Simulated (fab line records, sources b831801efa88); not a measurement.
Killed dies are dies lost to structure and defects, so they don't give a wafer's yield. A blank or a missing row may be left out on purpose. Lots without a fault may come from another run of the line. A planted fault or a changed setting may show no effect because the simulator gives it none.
One fault seen from 2 desks | flow sky130 | each desk has only its own numbers; what lay behind them comes last

THE METROLOGY DESK
What the gauges read, lot by lot, whatever tool the lot ran on: means of the sampled wafers that have a number. A lot is out of limits, marked OUT, if its mean lies more than 4 standard deviations from the usual mean; the brackets give that distance.
Columns: A = FIELD_ISO_CVD_03_THK at SKY_FIELD_ISO_THK_MEAS_04, usual 164.8 nm; B = FIELD_ISO_CVD_24_THK at SKY_FIELD_ISO_THK_MEAS_25, usual 594 nm; C = PWDE_OVL at SKY_PWDE_OVL_MEAS_07, usual 1.0 nm; D = NWELL_RS at SKY_NWELL_RS_MEAS_29, usual 624.1 ohm/sq
lot  | first seen here | A     | B   | C    | D
L533 | day 1 18:52     | 165.8 | 591 | 3.3  | 623.9
L535 | day 2 04:08     | 161.6 | 589 | -3.4 | 626.2
L538 | day 2 14:29     | 165.7 | 595 | 4.0  | 624.1
L539 | day 2 19:29     | 164.2 | 593 | 3.1  | 625.2
L540 | day 3 00:29     | 164.3 | 590 | -0.8 | 624.9
L541 | day 3 05:52     | 163.9 | 594 | 3.4  | 625.4
L543 | day 3 16:26     | 165.1 | 589 | 0.6  | 623.6
L544 | day 3 20:55     | 167.6 | 596 | -0.3 | 624.5
L545 | day 4 01:38     | 165.5 | 602 | 3.8  | 623.5
L547 | day 4 12:20     | 163.6 | 594 | 3.2  | 634.0 (+7.6) OUT
L548 | day 4 18:13     | 166.0 | 592 | -1.9 | 622.8
L550 | day 5 03:41     | 166.3 | 598 | -1.2 | 636.3 (+9.4) OUT
L554 | day 5 23:44     | 167.9 | 596 | 3.9  | 623.7
This desk's finding: out of limits on L547, L550; first on L547, day 8 18:56 (NWELL_RS at SKY_NWELL_RS_MEAS_29). In limits: L533, L535, L538, L539, L540, L541, L543, L544, L545, L548, L554.

THE TOOL OWNER'S DESK: implanter-02
The tool's own readings at SKY_NWELL_IMPLANT_11: means of the sampled wafers that have a number, for each lot that ran on this tool. A lot is out of limits, marked OUT, if its mean lies more than 4 standard deviations from the usual mean; the brackets give that distance.
Columns: A = dose_ions_cm2 at SKY_NWELL_IMPLANT_11, usual 1.9e+13
lot  | first seen here | A
L535 | day 5 02:27     | 1.9e+13
L539 | day 5 20:54     | 1.9e+13
L541 | day 6 07:39     | 1.9e+13
L543 | day 7 01:35     | 1.9e+13
L545 | day 7 10:39     | 1.9e+13
L547 | day 7 21:17     | 1.8e+13 (-29) OUT
L550 | day 8 16:40     | 1.8e+13 (-27) OUT
This desk's finding: out of limits on L547, L550; first on L547, day 7 21:17 (dose_ions_cm2 at SKY_NWELL_IMPLANT_11). In limits: L535, L539, L541, L543, L545.

PUT TOGETHER
The tool owner's desk could have raised an alarm at day 7 21:17, on L547, L550.
The metrology desk could have raised an alarm at day 8 18:56, on L547, L550.
Of the lots named, all ran SKY_NWELL_IMPLANT_11 on implanter-02.

WHAT THE SIMULATOR HAD PUT IN
Process parameter drift: implanter-02, from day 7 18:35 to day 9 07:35, at SKY_NWELL_IMPLANT_11. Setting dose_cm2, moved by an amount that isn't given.
Lots struck among those shown: L547, L550.
Hours from the fault's start to each desk's first reading out of limits: the tool owner's desk, 3; the metrology desk, 24.
